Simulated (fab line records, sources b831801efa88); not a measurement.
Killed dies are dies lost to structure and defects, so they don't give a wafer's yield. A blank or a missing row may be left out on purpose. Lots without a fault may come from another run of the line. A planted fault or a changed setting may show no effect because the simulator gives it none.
Chamber matching | flow gf180mcu | GF_PASSIVATION_CVD_02 on pecvd-04: 3 sister chambers
The step deposits Si3N4, target thk 700 nm, time 486.18 s. 6 wafers are shown with their chamber, then 7 later ones without.

WAFERS WITH THEIR CHAMBER
wafer  | chamber | heater_power_w (W) | susceptor_temp_C (C)
L145.6 | 0       | 712                | 399.73
L151.1 | 1       | 595                | 400.18
L151.3 | 2       | 876                | 399.75
L151.6 | 0       | 721                | 399.93
L155.1 | 2       | 751                | 400.22
L155.2 | 1       | 650                | 399.90

WAFERS WITHOUT THEIR CHAMBER
wafer  | heater_power_w (W) | susceptor_temp_C (C)
L155.3 | 730                | 399.84
L163.3 | 588                | 400.30
L163.4 | 862                | 400.27
L163.5 | 618                | 399.98
L164.1 | 677                | 400.14
L164.2 | 701                | 400.19
L164.4 | 837                | 399.84

WHICH CHAMBER EACH WENT THROUGH
wafer  | from the rows above          | in truth
L155.3 | can't be placed: 0 or 2 or 1 | 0
L163.3 | can't be placed: 1 or 0      | 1
L163.4 | can't be placed: 2 or 0      | 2
L163.5 | can't be placed: 1 or 0      | 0
L164.1 | can't be placed: 1 or 0 or 2 | 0
L164.2 | can't be placed: 0 or 1 or 2 | 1
L164.4 | can't be placed: 2 or 0      | 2
Placed correctly: 0 of 7. Can't be placed from these rows: 7 (the true chamber is among the candidates in 7). Placed wrongly: 0.
How it was worked out, from the rows above alone: a wafer's distance from a chamber is the root of the sum, over the readings, of the square of ((its reading less the chamber's mean) divided by the reading's scatter). The wafer belongs to the nearest chamber; if the next one is less than 2 further off, it can't be placed. A chamber's mean is the mean of its shown wafers. The scatter: the root of (the sum of the squares of (reading less its chamber's mean) over the shown wafers, divided by (wafers less chambers)).
